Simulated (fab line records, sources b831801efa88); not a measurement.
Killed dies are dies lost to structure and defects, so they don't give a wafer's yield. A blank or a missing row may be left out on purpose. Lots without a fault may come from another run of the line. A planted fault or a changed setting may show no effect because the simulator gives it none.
Chamber matching | flow sky130 | SKY_FIELD_ISO_CMP_27 on cmp-01: 3 sister chambers
The step polishes, stops on Si3N4, t overpolish 16 s, target thk 457.8 nm. 6 wafers are shown with their chamber, then 5 later ones without.

WAFERS WITH THEIR CHAMBER
wafer  | chamber | motor_current_A (A) | edge_zone_pressure_frac
L263.1 | 1       | 11.5                | 0.989
L265.2 | 0       | 12.9                | 1.000
L269.3 | 1       | 11.0                | 0.994
L269.6 | 3       | 12.1                | 0.995
L270.2 | 3       | 12.8                | 0.993
L270.3 | 0       | 13.9                | 1.001

WAFERS WITHOUT THEIR CHAMBER
wafer  | motor_current_A (A) | edge_zone_pressure_frac
L277.1 | 11.5                | 0.993
L277.2 | 13.6                | 1.000
L278.2 | 12.0                | 1.005
L278.3 | 11.4                | 1.002
L278.6 | 11.0                | 1.003

WHICH CHAMBER EACH WENT THROUGH
wafer  | from the rows above          | in truth
L277.1 | can't be placed: 1 or 3      | 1
L277.2 | 0                            | 0
L278.2 | can't be placed: 0 or 3      | 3
L278.3 | can't be placed: 0 or 3 or 1 | 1
L278.6 | can't be placed: 0 or 3 or 1 | 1
Placed correctly: 1 of 5. Can't be placed from these rows: 4 (the true chamber is among the candidates in 4). Placed wrongly: 0.
How it was worked out, from the rows above alone: a wafer's distance from a chamber is the root of the sum, over the readings, of the square of ((its reading less the chamber's mean) divided by the reading's scatter). The wafer belongs to the nearest chamber; if the next one is less than 2 further off, it can't be placed. A chamber's mean is the mean of its shown wafers. The scatter: the root of (the sum of the squares of (reading less its chamber's mean) over the shown wafers, divided by (wafers less chambers)).
